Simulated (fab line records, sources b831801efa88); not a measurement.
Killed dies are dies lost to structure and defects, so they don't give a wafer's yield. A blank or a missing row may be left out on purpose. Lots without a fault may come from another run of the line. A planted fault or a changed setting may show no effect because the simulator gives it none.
fab line records | flow sky130
record lots=12 wafers=36 last_day=50
route steps=708 shown VT_ADJUST_LVTN@106 VT_ADJUST_HVTR@134 PAD_OPEN@708
lots that met no fault: from a run of the same line without faults
start_h: hours from the record's first day to the start of the lot's first wafer shown | wait_h: hours since the lot's step before | " the same as in the row above | L1.1+2: a row that stands for several wafers | - no value, or no start given | * or withheld: withheld | < > ~ a bound
route shown NAME@n: a module of which the file shows steps, and the number in the route of the first | usual: mean/standard deviation of fault-free wafers | same: alike in all rows | chamber/n: place in a boat | sites: the reading at each site | _std_site: their standard deviation | _edge_site: outer sites' mean less inner sites' | radius_mm: how far each site lies from the wafer's centre | mask NAME#n: copy n | behind: the tool/chamber that last shaped the wafer | hold: why the lot was held/for how many hours/how that ended | device: the transistor (n, p or np) that didn't switch | end of line: the same wafers' tests at the end of the route | a step without rows: its recipe alone | killed: dies lost to structure and defects at the first sort, not the wafer's yield | map: a wafer's dies, x killed, . not, _ none there
set.NAME: the setting as run; set.NAME@STEP: as run at that earlier step | model.NAME: the simulator's own value behind a step, which no gauge read
steps of the route over a sample of lots; a table a step, a row a wafer
services: from which hour (start_h, from the record's first day; less than 0 if before it) a tool's chamber was out of use, for how many hours, and why
## steps
# step SKY_VT_ADJUST_LVTN_STRIP_09
# recipe chemistry=O2/N2 power_w=1400 pressure_mtorr=1500 platen_temp_c=withheld o2_flow_sccm=3000 n2_flow_sccm=300 overash_fraction=0.5
# usual drypump_motor_current_A=5.9/0.41 oes_product_au=0.723/0.0042 strip_time_to_endpoint_s=36.92/0.085
# columns lot.wafer tool chamber start_h wait_h drypump_motor_current_A oes_product_au rf_hours_counter_h strip_time_to_endpoint_s
L831.4 plasma_asher-01 0 142.69 0.1 6.5 0.723 - 36.69
L831.5 " 0 " " 6.5 0.719 - 36.70
L831.6 " 1 " " 6.0 0.728 - 36.76
L833.1 plasma_asher-02 1 158.21 0.1 6.1 0.722 50 36.84
L833.3 " 0 " " 5.2 0.720 - 36.78
L833.4 " 1 " " 6.1 0.722 - 36.85
L839.1 plasma_asher-04 1 201.15 0.1 5.5 0.723 8 36.86
L839.2 " 0 " " 5.8 0.722 8 36.99
L839.4 " 1 " " 5.5 0.727 - 37.05
L841.1 plasma_asher-01 1 210.35 0.1 6.0 0.722 52 36.93
L841.4 " 0 " " 6.5 0.723 - 36.90
L841.6 " 0 " " 6.5 0.719 - 36.90
L842.3 plasma_asher-01 1 220.04 0.1 6.0 0.725 - 36.91
L842.4 " 0 " " 6.5 0.726 - 36.93
L842.6 " 1 " " 6.0 0.725 - 37.00
L843.3 plasma_asher-02 1 228.01 0.1 6.1 0.723 - 36.87
L843.4 " 0 " " 5.2 0.717 - 36.75
L843.6 " 1 " " 6.1 0.720 - 36.91
L845.2 plasma_asher-01 1 240.51 0.1 6.0 0.717 55 36.98
L845.3 " 1 " " 6.0 0.724 - 37.02
L845.5 " 1 " " 6.0 0.726 - 36.98
L847.1 plasma_asher-02 1 253.16 0.1 6.1 0.726 60 37.07
L847.3 " 1 " " 6.1 0.732 - 36.83
L847.6 " 1 " " 6.1 0.724 - 36.96
L850.1 plasma_asher-04 0 274.45 0.1 5.8 0.721 15 36.75
L850.4 " 1 " " 5.5 0.728 - 36.76
L850.6 " 0 " " 5.8 0.720 - 36.89
L851.2 plasma_asher-01 0 281.30 0.1 6.5 0.722 59 36.85
L851.5 " 1 " " 6.0 0.724 - 36.93
L851.6 " 0 " " 6.5 0.724 - 36.90
L853.2 plasma_asher-04 1 294.86 0.1 5.5 0.721 17 36.87
L853.4 " 1 " " 5.5 0.722 - 36.85
L853.5 " 1 " " 5.5 0.718 - 36.91
L852.1 plasma_asher-04 1 296.20 0.1 5.5 0.725 17 37.03
L852.3 " 1 " " 5.5 0.721 - 36.92
L852.4 " 0 " " 5.9 0.727 - 36.88
# step SKY_VT_ADJUST_LVTN_STRIP_20
# recipe chemistry=O2/N2 power_w=1400 pressure_mtorr=1500 platen_temp_c=withheld o2_flow_sccm=3000 n2_flow_sccm=300 overash_fraction=0.5
# usual drypump_motor_current_A=5.9/0.41 oes_product_au=0.715/0.0041 strip_time_to_endpoint_s=14.18/0.042
# columns lot.wafer tool chamber start_h wait_h drypump_motor_current_A oes_product_au rf_hours_counter_h strip_time_to_endpoint_s
L831.4 plasma_asher-01 0 161.79 0.1 6.5 0.720 - 14.12
L831.5 " 1 " " 6.0 0.714 - 14.10
L831.6 " 0 " " 6.5 0.722 - 14.12
L833.1 plasma_asher-04 0 177.36 0.1 5.8 0.721 6 14.20
L833.3 " 1 " " 5.5 0.714 - 14.20
L833.4 " 0 " " 5.8 0.719 - 14.18
L839.1 plasma_asher-04 0 223.41 0.1 5.9 0.709 10 14.09
L839.2 " 1 " " 5.5 0.717 10 14.14
L839.4 " 0 " " 5.8 0.714 - 14.11
L841.1 plasma_asher-02 0 233.41 0.1 5.2 0.716 58 14.12
L841.4 " 1 " " 6.1 0.718 - 14.21
L841.6 " 1 " " 6.2 0.718 - 14.10
L842.3 plasma_asher-01 0 243.35 0.1 6.5 0.715 - 14.19
L842.4 " 1 " " 6.0 0.713 - 14.22
L842.6 " 0 " " 6.5 0.708 - 14.21
L843.3 plasma_asher-01 0 251.83 0.1 6.5 0.724 - 14.19
L843.4 " 1 " " 6.0 0.711 - 14.13
L843.6 " 0 " " 6.5 0.715 - 14.22
L845.2 plasma_asher-04 0 263.86 0.1 5.8 0.717 14 14.26
L845.3 " 0 " " 5.8 0.718 - 14.25
L845.5 " 1 " " 5.5 0.710 - 14.25
L847.1 plasma_asher-01 0 277.55 0.1 6.5 0.708 59 14.19
L847.3 " 1 " " 6.0 0.717 - 14.17
L847.6 " 1 " " 6.0 0.715 - 14.23
L850.1 plasma_asher-02 0 299.83 0.1 5.2 0.717 64 14.16
L850.4 " 1 " " 6.1 0.717 - 14.16
L850.6 " 1 " " 6.1 0.716 - 14.15
L851.2 plasma_asher-02 1 306.35 0.1 6.1 0.716 65 14.19
L851.5 " 0 " " 5.2 0.716 - 14.24
L851.6 " 1 " " 6.1 0.718 - 14.22
L853.2 plasma_asher-04 0 320.86 0.1 5.9 0.708 20 14.25
L853.4 " 0 " " 5.9 0.711 - 14.21
L853.5 " 0 " " 5.8 0.713 - 14.20
L852.1 plasma_asher-04 1 321.86 0.1 5.5 0.720 20 14.12
L852.3 " 1 " " 5.5 0.716 - 14.13
L852.4 " 0 " " 5.8 0.717 - 14.13
# step SKY_VT_ADJUST_LVTN_TW_MEAS_21
# usual VT_ADJUST_LVTN_2_TW=190.6/1.8
# columns lot.wafer tool chamber start_h wait_h VT_ADJUST_LVTN_2_TW
L831.4 film_metro-01 - 161.89 0.1 188.2
L831.5 " - " " 189.9
L831.6 " - " " 188.3
L833.1 film_metro-04 - 177.46 0.1 192.4
L833.3 " - " " 192.9
L833.4 " - " " 193.9
L839.1 film_metro-04 - 223.51 0.1 192.8
L839.2 " - " " 193.4
L839.4 " - " " 192.6
L841.1 film_metro-01 - 233.51 0.1 189.3
L841.4 " - " " 189.8
L841.6 " - " " 189.8
L842.3 film_metro-01 - 243.43 0.1 190.2
L842.4 " - " " 190.8
L842.6 " - " " 189.7
L843.3 film_metro-03 - 251.92 0.1 189.9
L843.4 " - " " 187.9
L843.6 " - " " 189.4
L845.2 film_metro-04 - 263.97 0.1 193.5
L845.3 " - " " 194.4
L845.5 " - " " 194.5
L847.1 film_metro-01 - 277.65 0.1 189.0
L847.3 " - " " 190.2
L847.6 " - " " 189.3
L850.1 film_metro-03 - 299.93 0.1 189.5
L850.4 " - " " 189.2
L850.6 " - " " 189.5
L851.2 film_metro-01 - 306.46 0.1 190.3
L851.5 " - " " 188.5
L851.6 " - " " 190.3
L853.2 film_metro-03 - 320.97 0.1 188.4
L853.4 " - " " 188.8
L853.5 " - " " 188.9
L852.1 film_metro-01 - 321.96 0.1 190.0
L852.3 " - " " 190.7
L852.4 " - " " 189.8
# step SKY_VT_ADJUST_HVTR_SOFTBAKE_03
# recipe temp_c=90 time_s=60 resist=NOVOLAK
# usual heater_power_total_W=56.60/0.043 plate_temp_C=90.01/0.13
# same time_s=60
# columns lot.wafer tool chamber start_h wait_h heater_power_total_W plate_temp_C
L831.4 litho_track-03 0 192.47 0.1 56.55 89.88
L831.5 " 0 " " 56.64 90.03
L831.6 " 0 " " 56.58 89.89
L833.1 litho_track-01 0 209.07 0.1 56.66 90.27
L833.3 " 0 " " 56.62 90.17
L833.4 " 0 " " 56.60 90.05
L839.1 litho_track-03 0 258.44 0.1 52.15 84.73
L839.2 " 0 " " 52.20 84.87
L839.4 " 0 " " 52.18 84.96
L841.1 litho_track-03 0 268.94 0.1 52.19 84.92
L841.4 " 0 " " 52.18 84.85
L841.6 " 0 " " 52.14 84.88
L842.3 litho_track-03 0 279.34 0.1 52.19 84.94
L842.4 " 0 " " 52.12 84.90
L842.6 " 0 " " 52.16 84.89
L843.3 litho_track-01 0 289.02 0.1 56.59 90.28
L843.4 " 0 " " 56.62 89.96
L843.6 " 0 " " 56.59 90.09
L845.2 litho_track-02 0 301.30 0.1 56.60 90.06
L845.3 " 0 " " 56.65 90.16
L845.5 " 0 " " 56.63 90.07
L847.1 litho_track-02 0 315.08 0.1 56.67 90.06
L847.3 " 0 " " 56.65 90.28
L847.6 " 0 " " 56.60 90.03
L850.1 litho_track-02 0 338.27 0.1 56.65 90.08
L850.4 " 0 " " 56.64 90.09
L850.6 " 0 " " 56.58 90.07
L851.2 litho_track-01 0 346.69 0.1 56.58 90.21
L851.5 " 0 " " 56.61 90.08
L851.6 " 0 " " 56.61 90.06
L853.2 litho_track-01 0 362.04 0.1 56.55 90.24
L853.4 " 0 " " 56.47 90.20
L853.5 " 0 " " 56.59 90.08
L852.1 litho_track-01 0 363.27 0.1 56.65 89.97
L852.3 " 0 " " 56.54 90.21
L852.4 " 0 " " 56.53 90.07
# step SKY_VT_ADJUST_HVTR_STRIP_10
# recipe chemistry=O2/N2 power_w=1400 pressure_mtorr=1500 platen_temp_c=withheld o2_flow_sccm=3000 n2_flow_sccm=300 overash_fraction=0.5
# usual drypump_motor_current_A=5.68/0.27 oes_product_au=0.716/0.0048 strip_time_to_endpoint_s=14.18/0.035
# columns lot.wafer tool chamber start_h wait_h drypump_motor_current_A oes_product_au rf_hours_counter_h strip_time_to_endpoint_s
L831.4 plasma_asher-02 1 203.42 0.1 6.10 0.713 - 14.20
L831.5 " 1 " " 6.10 0.712 - 14.19
L831.6 " 0 " " 5.22 0.713 - 14.13
L833.1 plasma_asher-03 0 221.00 0.1 5.72 0.713 35 14.19
L833.3 " 0 " " 5.69 0.720 - 14.18
L833.4 " 1 " " 5.65 0.715 - 14.15
L839.1 plasma_asher-02 0 271.68 0.1 5.24 0.706 61 14.32
L839.2 " 1 " " 6.11 0.719 61 14.30
L839.4 " 0 " " 5.25 0.712 - 14.28
L841.1 plasma_asher-03 0 280.95 0.1 5.66 0.716 41 14.35
L841.4 " 1 " " 5.67 0.710 - 14.35
L841.6 " 1 " " 5.69 0.716 - 14.38
L842.3 plasma_asher-03 1 292.46 0.1 5.67 0.712 - 14.31
L842.4 " 0 " " 5.66 0.722 - 14.34
L842.6 " 0 " " 5.66 0.720 - 14.36
L843.3 plasma_asher-03 0 302.36 0.1 5.67 0.722 - 14.20
L843.4 " 1 " " 5.68 0.714 - 14.21
L843.6 " 1 " " 5.72 0.715 - 14.17
L845.2 plasma_asher-04 0 313.85 0.1 5.81 0.715 19 14.15
L845.3 " 1 " " 5.50 0.711 - 14.15
L845.5 " 0 " " 5.84 0.717 - 14.13
L847.1 plasma_asher-04 0 329.43 0.1 5.84 0.715 20 14.18
L847.3 " 1 " " 5.54 0.716 - 14.14
L847.6 " 1 " " 5.55 0.714 - 14.16
L850.1 plasma_asher-03 1 352.95 0.1 5.66 0.722 48 14.17
L850.4 " 1 " " 5.70 0.712 - 14.17
L850.6 " 1 " " 5.68 0.721 - 14.15
L851.2 plasma_asher-02 1 361.23 0.1 6.14 0.720 70 14.19
L851.5 " 1 " " 6.14 0.721 - 14.18
L851.6 " 0 " " 5.22 0.714 - 14.20
L853.2 plasma_asher-02 0 376.38 0.1 5.25 0.718 71 14.22
L853.4 " 0 " " 5.24 0.710 - 14.14
L853.5 " 1 " " 6.13 0.716 - 14.17
L852.1 plasma_asher-03 0 377.83 0.1 5.67 0.719 51 14.23
L852.3 " 0 " " 5.66 0.712 - 14.23
L852.4 " 1 " " 5.67 0.716 - 14.17
# step SKY_PAD_OPEN_PROBE_99
# usual killed_at_M0_to_M3=44/7.5 killed_at_M4_up=3.1/1.7 killed_at_contacts=24/6.2 killed_at_front_end=15/4.2 killed_at_other=0.4/0.58 killed_dies=85/10 killed_open=47/7.7 killed_short=38/6.4
# same gross_dies=492 killed_at_back_side=0
# columns lot.wafer tool chamber start_h wait_h killed_at_M0_to_M3 killed_at_M4_up killed_at_contacts killed_at_front_end killed_at_other killed_dies killed_open killed_short
L847.1 prober-02 - 1171.70 0.1 40 2 26 13 0 81 43 38
L847.3 prober-02 - 1171.80 0.2 50 2 27 17 0 96 47 49
L847.6 prober-02 - 1171.95 0.2 42 2 22 16 1 83 39 44
# killed by level:class
L847.1 VIA1:geometric_particle:open=12 CONTACT:geometric_particle:open=11 CONTACT:geometric_particle:short=6 VIA3:geometric_particle:open=6 LI_CONTACT:geometric_particle:open=5 METAL1:geometric_particle:short=5 METAL2:geometric_particle:short=5 SPACER:geometric_particle:short=4
L847.3 METAL1:geometric_particle:short=12 CONTACT:geometric_particle:short=8 VIA1:geometric_particle:open=8 VIA2:geometric_particle:open=8 LI_CONTACT:geometric_particle:open=7 CONTACT:geometric_particle:open=7 VIA1:geometric_particle:short=6 FIELD_ISO:geometric_particle:open=4
L847.6 VIA1:geometric_particle:open=8 METAL1:geometric_particle:short=7 METAL2:geometric_particle:short=7 VIA3:geometric_particle:open=7 CONTACT:geometric_particle:open=6 LI_CONTACT:geometric_particle:open=5 CONTACT:geometric_particle:short=5 POLY_GATE:geometric_particle:open=4
## services
# columns tool chamber start_h hours kind
plasma_asher-03 - 128.24 2.5 repair
plasma_asher-03 - 138.45 2.4 repair
plasma_asher-04 - 231.93 3.5 repair
plasma_asher-02 - 247.41 0.4 repair
plasma_asher-04 - 255.71 0.9 repair
plasma_asher-01 - 265.80 0.9 repair
plasma_asher-04 - 271.15 2.1 repair
litho_track-02 - 275.80 - consumable_replace:filter
## key
first_sign step=SKY_VT_ADJUST_HVTR_SOFTBAKE_03 reading=heater_power_total_W direction=down sigmas=99+ usual=* struck=*
effect step=SKY_VT_ADJUST_HVTR_SOFTBAKE_03 reading=plate_temp_C direction=down sigmas=40 usual=* struck=*
effect step=SKY_VT_ADJUST_HVTR_STRIP_10 reading=strip_time_to_endpoint_s direction=up sigmas=4.4 usual=* struck=*
met_at SKY_VT_ADJUST_HVTR_SOFTBAKE_03
struck_lots L839,L841,L842
tester_left_out L839,L841,L842
not_acting_at SKY_VT_ADJUST_LVTN_STRIP_09,SKY_VT_ADJUST_LVTN_STRIP_20,SKY_VT_ADJUST_LVTN_TW_MEAS_21
onset_between 192.47 258.44
fault kind=process_parameter_drift tool=litho_track-03 chamber=- onset_h=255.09 steps=SKY_VT_ADJUST_HVTR_SOFTBAKE_03 channel=temp_c offset=* shape=step end_h=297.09 acts_in=* stated=*
# tester_left_out: of these lots the tester's yield and bins aren't shown, on N5 and GAA mostly nor the transistor test; their killed dies are dies lost to structure and defects alone, not to doping, threshold or leakage, so they don't give the yield
